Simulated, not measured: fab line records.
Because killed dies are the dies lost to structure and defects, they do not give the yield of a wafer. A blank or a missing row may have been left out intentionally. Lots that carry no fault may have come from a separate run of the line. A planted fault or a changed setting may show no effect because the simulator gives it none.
2 desks looking at one fault + flow sky130 + every desk sees just its own numbers, and what lay behind them comes last

FROM THE METROLOGY DESK
What the gauges read, lot by lot, whatever tool the lot ran on: means of the sampled wafers that have a number. A lot is out of limits, marked OUT, if its mean lies more than 4 standard deviations from the usual mean; the brackets give that distance.
Columns: A = RES_XHIGH_RS at SKY_SD_N_RS_MEAS_18, usual 329.8 ohm/sq; B = cd-nm at SKY_LI_CONTACT_CD_MEAS_12, usual 169.6 nm; C = LI_CONTACT_W_THK at SKY_LI_CONTACT_THK_MEAS_23, usual 414 nm
| lot  | first seen here | A     | B     | C   |
|------|-----------------|-------|-------|-----|
| L355 | day 27 18:13    | 329.3 | 167.3 | 414 |
| L356 | day 28 14:11    | 330.1 | 168.5 | 418 |
| L357 | day 28 21:22    | 329.4 | 171.0 | 414 |
| L359 | day 29 16:31    | 330.4 | 170.6 | 408 |
| L360 | day 29 23:27    | 327.6 | 170.3 | 423 |
| L362 | day 30 07:17    | 329.9 | 167.6 | 422 |
| L367 | day 32 00:28    | 331.2 | 168.9 | 417 |
| L366 | day 32 07:05    | 329.1 | 168.9 | 411 |
| L371 | day 35 01:04    | 330.6 | 169.3 | 411 |
| L373 | day 35 01:38    | 329.8 | 168.4 | 422 |
| L375 | day 35 02:10    | 327.2 | 170.9 | 404 |
| L374 | day 35 03:41    | 329.9 | 168.2 | 418 |
| L377 | day 35 05:22    | 328.7 | 168.8 | 413 |
| L376 | day 35 09:07    | 328.3 | 169.5 | 420 |
Result from this desk: across the 14 lots, nothing is out of limits.

TOOL OWNER'S DESK, pvd-sputter-01
The tool's own readings at SKY_LI_CONTACT_SPUTTER_20 (material TiN, target thk 20 nm, time 80 s): means of the sampled wafers that have a number, for each lot that ran on this tool. A lot is out of limits, marked OUT, if its mean lies more than 4 standard deviations from the usual mean; the brackets give that distance.
Columns: A = cathode-dc-power-W at SKY_LI_CONTACT_SPUTTER_20, usual 3999.9 W; B = throttle-valve-pct at SKY_LI_CONTACT_SPUTTER_20, usual 29.7 %
| lot  | first seen here | A                        | B    |
|------|-----------------|--------------------------|------|
| L357 | day 30 02:26    | 3999.5                   | 30.3 |
| L359 | day 30 18:50    | 3999.8                   | 31.0 |
| L360 | day 31 04:02    | 3999.9                   | 30.2 |
| L367 | day 33 04:34    | 3897.8 (-99 or more) OUT | 30.1 |
| L366 | day 33 11:41    | 3898.3 (-99 or more) OUT | 31.2 |
| L373 | day 36 05:32    | 3999.8                   | 31.7 |
| L375 | day 36 06:32    | 3999.8                   | 30.8 |
| L377 | day 36 09:26    | 3999.4                   | 29.7 |
This desk's verdict: out of limits on L366, L367, starting with L367 at day 33 04:34 (cathode-dc-power-W at SKY_LI_CONTACT_SPUTTER_20). L357, L359, L360, L373, L375, L377: within limits.

TAKEN TOGETHER
At day 33 04:34, on L366, L367, the tool owner's desk was in a position to raise an alarm.
Metrology desk: nothing out of limits seen.
The metrology desk holds a record of L366, L367, inside its limits.
Every lot named ran SKY_LI_CONTACT_SPUTTER_20 on pvd-sputter-01.

WHAT THE SIMULATOR HAD INSERTED
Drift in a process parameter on pvd-sputter-01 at SKY_LI_CONTACT_SPUTTER_20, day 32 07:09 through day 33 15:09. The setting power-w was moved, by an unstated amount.
Struck lots among those shown: L366, L367.
Hours from the fault's start to each desk's first reading out of limits: the tool owner's desk, 21.
